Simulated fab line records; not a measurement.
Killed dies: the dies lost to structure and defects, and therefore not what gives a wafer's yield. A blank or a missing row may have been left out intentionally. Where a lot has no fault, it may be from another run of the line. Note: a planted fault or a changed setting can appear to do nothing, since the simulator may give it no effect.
What tool caused it? | flow sky130 | 33 wafers from 11 lots sampled at 3 of the route's 708 steps

## WHAT THE GAUGES READ, wafer by wafer
SKY_PASSIVATION_THK_MEAS_01.
lot  | measured     | on            | PASSIVATION_CVD_00_THK (nm)
L226 | day 44 07:01 | film metro-02 | 89.0 90.3 91.1
L227 | day 44 11:58 | film metro-02 | 88.2 91.9 91.0
L229 | day 44 16:50 | film metro-02 | 87.4 89.4 87.6
L231 | day 45 09:05 | film metro-04 | 90.2 89.2 90.2
L232 | day 45 19:14 | film metro-02 | 89.6 86.6 90.9
L238 | day 47 09:52 | film metro-02 | 87.6 87.3 89.9
L239 | day 47 12:50 | film metro-02 | 88.9 90.7 91.1
L243 | day 48 06:32 | film metro-03 | 89.7 88.7 91.9
L244 | day 48 11:11 | film metro-03 | 88.9 91.2 90.7
L247 | day 49 06:32 | film metro-03 | 90.9 91.1 92.4
L248 | day 49 13:39 | film metro-04 | 88.4 86.9 89.8

## WHICH TOOL RAN EACH LOT (tool, then ch and the chambers of the sampled wafers, then the start)
lot  | SKY_METAL3_STRIP_19                  | SKY_METAL5_SPUTTER_00
L226 | plasma asher-01 ch 0,1, day 39 03:05 | pvd sputter-04, day 43 07:56
L227 | plasma asher-01 ch 0,1, day 39 07:38 | pvd sputter-03, day 43 13:37
L229 | plasma asher-03 ch 0, day 39 12:06   | pvd sputter-02, day 43 17:44
L231 | plasma asher-01 ch 0,1, day 40 06:53 | pvd sputter-03, day 44 10:52
L232 | plasma asher-01 ch 0,1, day 40 20:02 | pvd sputter-03, day 44 21:34
L238 | plasma asher-01 ch 0,1, day 42 14:26 | pvd sputter-04, day 46 12:58
L239 | plasma asher-01 ch 0,1, day 42 18:20 | pvd sputter-03, day 46 16:18
L243 | plasma asher-04 ch 0, day 43 15:54   | pvd sputter-04, day 47 10:05
L244 | plasma asher-03 ch 0,1, day 43 22:11 | pvd sputter-02, day 47 15:19
L247 | plasma asher-03 ch 0,1, day 44 20:29 | pvd sputter-02, day 48 11:03
L248 | plasma asher-01 ch 0,1, day 45 06:56 | pvd sputter-04, day 48 19:57
- SKY_METAL3_STRIP_19: strips in O2/N2.
- SKY_METAL5_SPUTTER_00: material Ti, target thk 15 nm, time 10 s.

## THE ANSWER, worked out from the rows above alone
Rule: usual is defined by the lots themselves. The widest of any qualifying gaps counts: lots, ordered by their means at a reading, are off when they make up no more than a third of the lots, leave a main group of 4 or more, and stand apart from it by 3 or more times the standard deviation of that group's means. If all means in a main group match to the digits the tables above print for the reading, that group is not used. A lot without any number at a reading at which 4 lots or more have one is off too. Any other lot the step has rows for is counted as sound.
None of the lots is off at any reading shown; this tells nothing.

## WHAT THE SIMULATOR PUT IN
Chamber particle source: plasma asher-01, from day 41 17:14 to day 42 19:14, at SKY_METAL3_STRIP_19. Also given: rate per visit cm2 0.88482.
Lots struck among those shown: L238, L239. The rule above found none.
